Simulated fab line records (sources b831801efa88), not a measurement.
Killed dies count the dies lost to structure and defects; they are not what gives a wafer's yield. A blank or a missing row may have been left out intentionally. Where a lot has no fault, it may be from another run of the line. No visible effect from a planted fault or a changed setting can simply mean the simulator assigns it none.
Chamber matching / flow sky130 / 4 sister chambers for SKY_VIA1_CMP_02 on cmp-02
The step polishes SiO2. 4 wafers are shown with their chamber, then 8 later ones without.

## EACH WAFER AND ITS CHAMBER
wafer=L918.6; chamber=1; motorCurrentA (A)=11.3
wafer=L920.4; chamber=2; motorCurrentA (A)=10.1
wafer=L920.5; chamber=3; motorCurrentA (A)=11.9
wafer=L922.3; chamber=0; motorCurrentA (A)=12.9

## WAFERS WITHOUT THEIR CHAMBER
wafer=L922.5; motorCurrentA (A)=11.7
wafer=L922.6; motorCurrentA (A)=13.2
wafer=L930.1; motorCurrentA (A)=13.4
wafer=L930.3; motorCurrentA (A)=9.6
wafer=L930.5; motorCurrentA (A)=11.9
wafer=L934.1; motorCurrentA (A)=10.1
wafer=L934.2; motorCurrentA (A)=11.3
wafer=L934.6; motorCurrentA (A)=9.8

## WHICH CHAMBER EACH WENT THROUGH
wafer=L922.5; from the rows above=can't be placed: 3 or 1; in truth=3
wafer=L922.6; from the rows above=0; in truth=0
wafer=L930.1; from the rows above=0; in truth=0
wafer=L930.3; from the rows above=2; in truth=2
wafer=L930.5; from the rows above=3; in truth=3
wafer=L934.1; from the rows above=2; in truth=2
wafer=L934.2; from the rows above=1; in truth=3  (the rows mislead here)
wafer=L934.6; from the rows above=2; in truth=2
Placed correctly: 6 of 8. Cannot be placed on the basis of these rows: 1; the candidates contain the true chamber in 1. Wrongly placed: 1.
How it was worked out, from the rows above alone: a wafer's distance from a chamber is the root of the sum, over the readings, of the square of ((its reading less the chamber's mean) divided by the reading's scatter). If the next closest chamber is less than 2 further off than the closest, the wafer can't be placed; otherwise it belongs to the closest. A chamber's mean is the mean of its shown wafers. The scatter: root of mean squared gap, hidden wafer to nearest shown wafer, with one shown wafer a chamber.
